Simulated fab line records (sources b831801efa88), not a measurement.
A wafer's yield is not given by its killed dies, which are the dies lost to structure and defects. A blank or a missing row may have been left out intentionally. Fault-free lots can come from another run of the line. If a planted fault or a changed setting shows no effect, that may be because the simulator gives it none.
fab line records || flow gf180mcu
record: {"lots": 6, "wafers": 18, "last-day": 33}
route steps=602 shown MVPSD@82 VT_IMPLANT@90
lots that met no fault: from a run of the same line without faults
start-h: start of the lot's first displayed wafer, in hours after the record's first day || wait-h: how many hours have passed since the lot's step before this one || " repeats the value in the row above || L1.1+2: one row covering several wafers at once || - value missing, or start not given || * or withheld: withheld || < > ~ a bound
route shown NAME@n: a module of which the file shows steps, and the number in the route of the first || usual: average and standard deviation across the fault-free wafers || same: alike in all rows || chamber/n: place in a boat || sites: readings site by site || _std_site: the values' standard deviation || _edge_site: outer sites' mean less inner sites' || radius-mm: for every site, how far away it sits from the centre of the wafer || mask NAME#n: copy n || behind: the tool/chamber that last shaped the wafer || hold: what put the lot on hold/how long, in hours/how the hold closed || device: names the non-switching transistor (n, p or np) || end of line: tests run on the same wafers once the route is complete || step lacking rows: just its recipe || killed: at the first sort, the dies lost to defects and structure; wafer yield is something else || map: dies across one wafer; x = killed, . = not, _ = none there
set.NAME: setting as actually run; set.NAME@STEP: the setting as run at that earlier step || model.NAME: the simulator's own value behind a step, which no gauge read
lots at some steps of the route; a table a step, a row a wafer
services: from which hour (start-h, from the record's first day; less than 0 if before it) a tool's chamber was out of use, for how many hours, and why
== steps ==
step: GF_MVPSD_EXPOSE_04
recipe: {"mask-id": "MVPSD", "target-cd-nm": 1000, "na": 0.6, "source-shape": "conventional", "sigma-outer": 0.6, "dose-mj": 260}
step: GF_MVPSD_PEB_05
recipe: {"temp-c": 115, "time-s": "withheld"}
step: GF_MVPSD_DEVELOP_06
recipe: {"wall-angle-deg": 90, "develop-time-s": 60, "dev-temp-c": 23}
step: GF_MVPSD_OVL_MEAS_07
usual: {"MVPSD_OVL": "0.1/1.4"}
{"lot.wafer": "L276.1", "tool": "overlay-01", "chamber": "-", "start-h": 103.37, "wait-h": "-", "MVPSD_OVL[nm]": 1.4}
{"lot.wafer": "L276.2", "tool": "overlay-01", "chamber": "-", "start-h": 103.37, "wait-h": "-", "MVPSD_OVL[nm]": 3.1}
{"lot.wafer": "L276.6", "tool": "overlay-01", "chamber": "-", "start-h": 103.37, "wait-h": "-", "MVPSD_OVL[nm]": 1.1}
{"lot.wafer": "L286.2", "tool": "overlay-01", "chamber": "-", "start-h": 164.28, "wait-h": "-", "MVPSD_OVL[nm]": 0.4}
{"lot.wafer": "L286.4", "tool": "overlay-01", "chamber": "-", "start-h": 164.28, "wait-h": "-", "MVPSD_OVL[nm]": 1.1}
{"lot.wafer": "L286.5", "tool": "overlay-01", "chamber": "-", "start-h": 164.28, "wait-h": "-", "MVPSD_OVL[nm]": 0.3}
{"lot.wafer": "L287.3", "tool": "overlay-01", "chamber": "-", "start-h": 166.44, "wait-h": "-", "MVPSD_OVL[nm]": -1.1}
{"lot.wafer": "L287.5", "tool": "overlay-01", "chamber": "-", "start-h": 166.44, "wait-h": "-", "MVPSD_OVL[nm]": -0.3}
{"lot.wafer": "L287.6", "tool": "overlay-01", "chamber": "-", "start-h": 166.44, "wait-h": "-", "MVPSD_OVL[nm]": 1.9}
{"lot.wafer": "L291.2", "tool": "overlay-02", "chamber": "-", "start-h": 192.68, "wait-h": "-", "MVPSD_OVL[nm]": 2.1}
{"lot.wafer": "L291.4", "tool": "overlay-02", "chamber": "-", "start-h": 192.68, "wait-h": "-", "MVPSD_OVL[nm]": 2.3}
{"lot.wafer": "L291.6", "tool": "overlay-02", "chamber": "-", "start-h": 192.68, "wait-h": "-", "MVPSD_OVL[nm]": 2.1}
{"lot.wafer": "L292.1", "tool": "overlay-02", "chamber": "-", "start-h": 195.52, "wait-h": "-", "MVPSD_OVL[nm]": -0.1}
{"lot.wafer": "L292.4", "tool": "overlay-02", "chamber": "-", "start-h": 195.52, "wait-h": "-", "MVPSD_OVL[nm]": 0.6}
{"lot.wafer": "L292.5", "tool": "overlay-02", "chamber": "-", "start-h": 195.52, "wait-h": "-", "MVPSD_OVL[nm]": 1.6}
{"lot.wafer": "L295.3", "tool": "overlay-01", "chamber": "-", "start-h": 214.73, "wait-h": "-", "MVPSD_OVL[nm]": -1.0}
{"lot.wafer": "L295.4", "tool": "overlay-01", "chamber": "-", "start-h": 214.73, "wait-h": "-", "MVPSD_OVL[nm]": -1.7}
{"lot.wafer": "L295.6", "tool": "overlay-01", "chamber": "-", "start-h": 214.73, "wait-h": "-", "MVPSD_OVL[nm]": -1.4}
step: GF_MVPSD_IMPLANT_08
recipe: {"species": "B", "energy-kev": 170, "dose-cm2": 1.5e+13, "tilt-deg": 0}
step: GF_MVPSD_IMPLANT_09
recipe: {"species": "B", "energy-kev": 40, "dose-cm2": 5e+12, "tilt-deg": 0}
step: GF_MVPSD_STRIP_10
recipe: {"chemistry": "O2/N2", "power-w": 1400, "pressure-mtorr": 1500, "platen-temp-c": 250, "o2-flow-sccm": 3000, "n2-flow-sccm": 300, "overash-fraction": 0.5}
usual: {"drypump-motor-current-A": "5.5/0.35", "heater-power-w": "345/55", "oes-product-au": "0.723/0.0048", "strip-time-to-endpoint-s": "36.98/0.099"}
{"lot.wafer": "L276.1", "tool": "plasma-asher-03", "chamber": 1, "start-h": 103.71, "wait-h": 0.1, "drypump-motor-current-A": 5.4, "heater-power-w": 328, "oes-product-au": 0.727, "rf-hours-counter-h": 44, "strip-time-to-endpoint-s": 36.80}
{"lot.wafer": "L276.2", "tool": "plasma-asher-03", "chamber": 0, "start-h": 103.71, "wait-h": 0.1, "drypump-motor-current-A": 5.0, "heater-power-w": 420, "oes-product-au": 0.723, "rf-hours-counter-h": 44, "strip-time-to-endpoint-s": 36.70}
{"lot.wafer": "L276.6", "tool": "plasma-asher-03", "chamber": 1, "start-h": 103.71, "wait-h": 0.1, "drypump-motor-current-A": 5.4, "heater-power-w": 332, "oes-product-au": 0.729, "rf-hours-counter-h": "-", "strip-time-to-endpoint-s": 36.85}
{"lot.wafer": "L286.2", "tool": "plasma-asher-01", "chamber": 1, "start-h": 164.61, "wait-h": 0.1, "drypump-motor-current-A": 6.0, "heater-power-w": 297, "oes-product-au": 0.721, "rf-hours-counter-h": 53, "strip-time-to-endpoint-s": 37.04}
{"lot.wafer": "L286.4", "tool": "plasma-asher-01", "chamber": 0, "start-h": 164.61, "wait-h": 0.1, "drypump-motor-current-A": 6.0, "heater-power-w": 349, "oes-product-au": 0.712, "rf-hours-counter-h": "-", "strip-time-to-endpoint-s": 37.03}
{"lot.wafer": "L286.5", "tool": "plasma-asher-01", "chamber": 1, "start-h": 164.61, "wait-h": 0.1, "drypump-motor-current-A": 6.0, "heater-power-w": 292, "oes-product-au": 0.722, "rf-hours-counter-h": "-", "strip-time-to-endpoint-s": 37.10}
{"lot.wafer": "L287.3", "tool": "plasma-asher-03", "chamber": 0, "start-h": 166.79, "wait-h": 0.1, "drypump-motor-current-A": 5.1, "heater-power-w": 419, "oes-product-au": 0.723, "rf-hours-counter-h": "-", "strip-time-to-endpoint-s": 36.75}
{"lot.wafer": "L287.5", "tool": "plasma-asher-03", "chamber": 0, "start-h": 166.79, "wait-h": 0.1, "drypump-motor-current-A": 5.0, "heater-power-w": 428, "oes-product-au": 0.721, "rf-hours-counter-h": "-", "strip-time-to-endpoint-s": 36.80}
{"lot.wafer": "L287.6", "tool": "plasma-asher-03", "chamber": 1, "start-h": 166.79, "wait-h": 0.1, "drypump-motor-current-A": 5.4, "heater-power-w": 329, "oes-product-au": 0.725, "rf-hours-counter-h": "-", "strip-time-to-endpoint-s": 36.66}
{"lot.wafer": "L291.2", "tool": "plasma-asher-02", "chamber": 1, "start-h": 193.01, "wait-h": 0.1, "drypump-motor-current-A": 5.8, "heater-power-w": 329, "oes-product-au": 0.724, "rf-hours-counter-h": 56, "strip-time-to-endpoint-s": 36.95}
{"lot.wafer": "L291.4", "tool": "plasma-asher-02", "chamber": 1, "start-h": 193.01, "wait-h": 0.1, "drypump-motor-current-A": 5.8, "heater-power-w": 341, "oes-product-au": 0.727, "rf-hours-counter-h": "-", "strip-time-to-endpoint-s": 36.95}
{"lot.wafer": "L291.6", "tool": "plasma-asher-02", "chamber": 1, "start-h": 193.01, "wait-h": 0.1, "drypump-motor-current-A": 5.8, "heater-power-w": 333, "oes-product-au": 0.725, "rf-hours-counter-h": "-", "strip-time-to-endpoint-s": 37.01}
{"lot.wafer": "L292.1", "tool": "plasma-asher-02", "chamber": 0, "start-h": 195.86, "wait-h": 0.1, "drypump-motor-current-A": 5.7, "heater-power-w": 281, "oes-product-au": 0.722, "rf-hours-counter-h": 57, "strip-time-to-endpoint-s": 36.98}
{"lot.wafer": "L292.4", "tool": "plasma-asher-02", "chamber": 1, "start-h": 195.86, "wait-h": 0.1, "drypump-motor-current-A": 5.8, "heater-power-w": 355, "oes-product-au": 0.726, "rf-hours-counter-h": "-", "strip-time-to-endpoint-s": 37.02}
{"lot.wafer": "L292.5", "tool": "plasma-asher-02", "chamber": 0, "start-h": 195.86, "wait-h": 0.1, "drypump-motor-current-A": 5.7, "heater-power-w": 282, "oes-product-au": 0.729, "rf-hours-counter-h": "-", "strip-time-to-endpoint-s": 37.08}
{"lot.wafer": "L295.3", "tool": "plasma-asher-03", "chamber": 0, "start-h": 215.09, "wait-h": 0.1, "drypump-motor-current-A": 5.0, "heater-power-w": 441, "oes-product-au": 0.720, "rf-hours-counter-h": "-", "strip-time-to-endpoint-s": 37.02}
{"lot.wafer": "L295.4", "tool": "plasma-asher-03", "chamber": 1, "start-h": 215.09, "wait-h": 0.1, "drypump-motor-current-A": 5.4, "heater-power-w": 325, "oes-product-au": 0.727, "rf-hours-counter-h": "-", "strip-time-to-endpoint-s": 37.01}
{"lot.wafer": "L295.6", "tool": "plasma-asher-03", "chamber": 0, "start-h": 215.09, "wait-h": 0.1, "drypump-motor-current-A": 5.0, "heater-power-w": 440, "oes-product-au": 0.721, "rf-hours-counter-h": "-", "strip-time-to-endpoint-s": 37.02}
step: GF_MVPSD_TW_MEAS_11
usual: {"MVPSD_TW": "549.9/2.7"}
{"lot.wafer": "L276.1", "tool": "film-metro-03", "chamber": "-", "start-h": 103.81, "wait-h": 0.1, "MVPSD_TW": 550.8}
{"lot.wafer": "L276.2", "tool": "film-metro-03", "chamber": "-", "start-h": 103.81, "wait-h": 0.1, "MVPSD_TW": 550.2}
{"lot.wafer": "L276.6", "tool": "film-metro-03", "chamber": "-", "start-h": 103.81, "wait-h": 0.1, "MVPSD_TW": 551.0}
{"lot.wafer": "L286.2", "tool": "film-metro-04", "chamber": "-", "start-h": 164.72, "wait-h": 0.1, "MVPSD_TW": 547.6}
{"lot.wafer": "L286.4", "tool": "film-metro-04", "chamber": "-", "start-h": 164.72, "wait-h": 0.1, "MVPSD_TW": 551.8}
{"lot.wafer": "L286.5", "tool": "film-metro-04", "chamber": "-", "start-h": 164.72, "wait-h": 0.1, "MVPSD_TW": 553.4}
{"lot.wafer": "L287.3", "tool": "film-metro-03", "chamber": "-", "start-h": 166.88, "wait-h": 0.1, "MVPSD_TW": 550.0}
{"lot.wafer": "L287.5", "tool": "film-metro-03", "chamber": "-", "start-h": 166.88, "wait-h": 0.1, "MVPSD_TW": 551.0}
{"lot.wafer": "L287.6", "tool": "film-metro-03", "chamber": "-", "start-h": 166.88, "wait-h": 0.1, "MVPSD_TW": 556.2}
{"lot.wafer": "L291.2", "tool": "film-metro-04", "chamber": "-", "start-h": 193.12, "wait-h": 0.1, "MVPSD_TW": 552.8}
{"lot.wafer": "L291.4", "tool": "film-metro-04", "chamber": "-", "start-h": 193.12, "wait-h": 0.1, "MVPSD_TW": 550.8}
{"lot.wafer": "L291.6", "tool": "film-metro-04", "chamber": "-", "start-h": 193.12, "wait-h": 0.1, "MVPSD_TW": 552.7}
{"lot.wafer": "L292.1", "tool": "film-metro-01", "chamber": "-", "start-h": 195.96, "wait-h": 0.1, "MVPSD_TW": 549.2}
{"lot.wafer": "L292.4", "tool": "film-metro-01", "chamber": "-", "start-h": 195.96, "wait-h": 0.1, "MVPSD_TW": 548.8}
{"lot.wafer": "L292.5", "tool": "film-metro-01", "chamber": "-", "start-h": 195.96, "wait-h": 0.1, "MVPSD_TW": 549.9}
{"lot.wafer": "L295.3", "tool": "film-metro-04", "chamber": "-", "start-h": 215.18, "wait-h": 0.1, "MVPSD_TW": 551.3}
{"lot.wafer": "L295.4", "tool": "film-metro-04", "chamber": "-", "start-h": 215.18, "wait-h": 0.1, "MVPSD_TW": 552.8}
{"lot.wafer": "L295.6", "tool": "film-metro-04", "chamber": "-", "start-h": 215.18, "wait-h": 0.1, "MVPSD_TW": 550.8}
step: GF_VT_IMPLANT_DEHYDRATE_00
recipe: {"temp-c": 200, "time-s": 60}
step: GF_VT_IMPLANT_HMDS_01
recipe: {"prime-time-s": 60, "prime-temp-c": 120}
step: GF_VT_IMPLANT_COAT_02
recipe: {"resist": "NOVOLAK", "spin-rpm": 3000, "resist-thk-nm": 1000}
step: GF_VT_IMPLANT_SOFTBAKE_03
recipe: {"temp-c": 90, "time-s": 60, "resist": "NOVOLAK"}
step: GF_VT_IMPLANT_EXPOSE_04
recipe: {"mask-id": "LVPWELL_LV_AREA", "target-cd-nm": 600, "na": 0.6, "source-shape": "conventional", "sigma-outer": 0.6, "dose-mj": 140}
usual: {"exposure-dose-mJ-cm2": "140.03/0.15", "focus-offset-nm": "0.0/0.46"}
{"lot.wafer": "L276.1", "tool": "iline-stepper-02", "chamber": 0, "start-h": 111.19, "wait-h": "-", "mask": "LVPWELL_LV_AREA#0", "exposure-dose-mJ-cm2": 139.97, "focus-offset-nm": 0.8}
{"lot.wafer": "L276.2", "tool": "iline-stepper-02", "chamber": 0, "start-h": 111.19, "wait-h": "-", "mask": "LVPWELL_LV_AREA#0", "exposure-dose-mJ-cm2": 140.03, "focus-offset-nm": 0.0}
{"lot.wafer": "L276.6", "tool": "iline-stepper-02", "chamber": 0, "start-h": 111.19, "wait-h": "-", "mask": "LVPWELL_LV_AREA#0", "exposure-dose-mJ-cm2": 140.12, "focus-offset-nm": 0.8}
{"lot.wafer": "L286.2", "tool": "iline-stepper-01", "chamber": "-", "start-h": 173.64, "wait-h": "-", "mask": "LVPWELL_LV_AREA#0", "exposure-dose-mJ-cm2": "-", "focus-offset-nm": "-"}
{"lot.wafer": "L286.4", "tool": "iline-stepper-01", "chamber": "-", "start-h": 173.64, "wait-h": "-", "mask": "LVPWELL_LV_AREA#0", "exposure-dose-mJ-cm2": "-", "focus-offset-nm": "-"}
{"lot.wafer": "L286.5", "tool": "iline-stepper-01", "chamber": "-", "start-h": 173.64, "wait-h": "-", "mask": "LVPWELL_LV_AREA#0", "exposure-dose-mJ-cm2": "-", "focus-offset-nm": "-"}
{"lot.wafer": "L287.3", "tool": "iline-stepper-01", "chamber": "-", "start-h": 175.06, "wait-h": "-", "mask": "LVPWELL_LV_AREA#0", "exposure-dose-mJ-cm2": "-", "focus-offset-nm": "-"}
{"lot.wafer": "L287.5", "tool": "iline-stepper-01", "chamber": "-", "start-h": 175.06, "wait-h": "-", "mask": "LVPWELL_LV_AREA#0", "exposure-dose-mJ-cm2": "-", "focus-offset-nm": "-"}
{"lot.wafer": "L287.6", "tool": "iline-stepper-01", "chamber": "-", "start-h": 175.06, "wait-h": "-", "mask": "LVPWELL_LV_AREA#0", "exposure-dose-mJ-cm2": "-", "focus-offset-nm": "-"}
{"lot.wafer": "L291.2", "tool": "iline-stepper-02", "chamber": 0, "start-h": 201.26, "wait-h": "-", "mask": "LVPWELL_LV_AREA#0", "exposure-dose-mJ-cm2": 140.16, "focus-offset-nm": -0.1}
{"lot.wafer": "L291.4", "tool": "iline-stepper-02", "chamber": 0, "start-h": 201.26, "wait-h": "-", "mask": "LVPWELL_LV_AREA#0", "exposure-dose-mJ-cm2": 140.12, "focus-offset-nm": 0.0}
{"lot.wafer": "L291.6", "tool": "iline-stepper-02", "chamber": 0, "start-h": 201.26, "wait-h": "-", "mask": "LVPWELL_LV_AREA#0", "exposure-dose-mJ-cm2": 140.22, "focus-offset-nm": -0.7}
{"lot.wafer": "L292.1", "tool": "iline-stepper-01", "chamber": 0, "start-h": 204.94, "wait-h": "-", "mask": "LVPWELL_LV_AREA#0", "exposure-dose-mJ-cm2": 140.00, "focus-offset-nm": 0.6}
{"lot.wafer": "L292.4", "tool": "iline-stepper-01", "chamber": 0, "start-h": 204.94, "wait-h": "-", "mask": "LVPWELL_LV_AREA#0", "exposure-dose-mJ-cm2": 139.82, "focus-offset-nm": 0.1}
{"lot.wafer": "L292.5", "tool": "iline-stepper-01", "chamber": 0, "start-h": 204.94, "wait-h": "-", "mask": "LVPWELL_LV_AREA#0", "exposure-dose-mJ-cm2": 140.06, "focus-offset-nm": 0.1}
{"lot.wafer": "L295.3", "tool": "iline-stepper-01", "chamber": 0, "start-h": 223.79, "wait-h": "-", "mask": "LVPWELL_LV_AREA#0", "exposure-dose-mJ-cm2": 140.12, "focus-offset-nm": -0.6}
{"lot.wafer": "L295.4", "tool": "iline-stepper-01", "chamber": 0, "start-h": 223.79, "wait-h": "-", "mask": "LVPWELL_LV_AREA#0", "exposure-dose-mJ-cm2": 140.05, "focus-offset-nm": -0.1}
{"lot.wafer": "L295.6", "tool": "iline-stepper-01", "chamber": 0, "start-h": 223.79, "wait-h": "-", "mask": "LVPWELL_LV_AREA#0", "exposure-dose-mJ-cm2": 140.05, "focus-offset-nm": 0.1}
step: GF_VT_IMPLANT_PEB_05
recipe: {"temp-c": "withheld", "time-s": "*", "resist": "NOVOLAK"}
== services ==
{"tool": "plasma-asher-02", "chamber": "-", "start-h": 80.00, "hours": 2.8, "kind": "pm"}
{"tool": "iline-stepper-01", "chamber": 0, "start-h": 107.46, "hours": "-", "kind": "calibration"}
{"tool": "plasma-asher-03", "chamber": "-", "start-h": 108.75, "hours": 9.0, "kind": "pm"}
{"tool": "plasma-asher-03", "chamber": 0, "start-h": 108.75, "hours": 9.0, "kind": "vent-cycle"}
{"tool": "plasma-asher-03", "chamber": 1, "start-h": 108.75, "hours": 9.0, "kind": "vent-cycle"}
{"tool": "plasma-asher-03", "chamber": 0, "start-h": 117.75, "hours": "-", "kind": "clean"}
{"tool": "plasma-asher-03", "chamber": 1, "start-h": 117.75, "hours": "-", "kind": "clean"}
{"tool": "iline-stepper-02", "chamber": 0, "start-h": 145.86, "hours": "-", "kind": "calibration"}
{"tool": "iline-stepper-01", "chamber": "-", "start-h": 147.49, "hours": 11.0, "kind": "repair"}
{"tool": "plasma-asher-01", "chamber": "-", "start-h": 153.74, "hours": 2.8, "kind": "pm"}
{"tool": "iline-stepper-02", "chamber": "-", "start-h": 159.84, "hours": 8.9, "kind": "pm"}
{"tool": "iline-stepper-02", "chamber": "-", "start-h": 168.73, "hours": 1.7, "kind": "pm"}
{"tool": "plasma-asher-03", "chamber": "-", "start-h": 207.45, "hours": 6.0, "kind": "repair"}
== key ==
first-sign: {"step": "GF_VT_IMPLANT_EXPOSE_04", "reading": "tool-record", "direction": "missing"}
effect none on later readings
met-at GF_VT_IMPLANT_EXPOSE_04
struck-wafers L286.2,L286.4,L286.5,L287.3,L287.5,L287.6
later-rows-left-out L286.2,L286.4,L286.5,L287.3,L287.5,L287.6
sort-left-out L286.2,L286.4,L286.5,L287.3,L287.5,L287.6
tester-left-out L286,L287
fault: {"kind": "skipped-step-whole", "tool": "iline-stepper-01", "chamber": "-", "onset-h": 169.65, "steps": "GF_VT_IMPLANT_EXPOSE_04", "scope": "struck-lots-only"}
tester-left-out: of these lots the tester's yield and bins aren't shown, on N5 and GAA mostly nor the transistor test; their killed dies are dies lost to structure and defects alone, not to doping, threshold or leakage, so they don't give the yield
sort-left-out: the simulated sort isn't trusted on such a fault, so these wafers' sort isn't shown, and their yield isn't known
later-rows-left-out: the simulator's readings of these wafers behind a module that went badly wrong aren't trusted and aren't shown, but for the sort
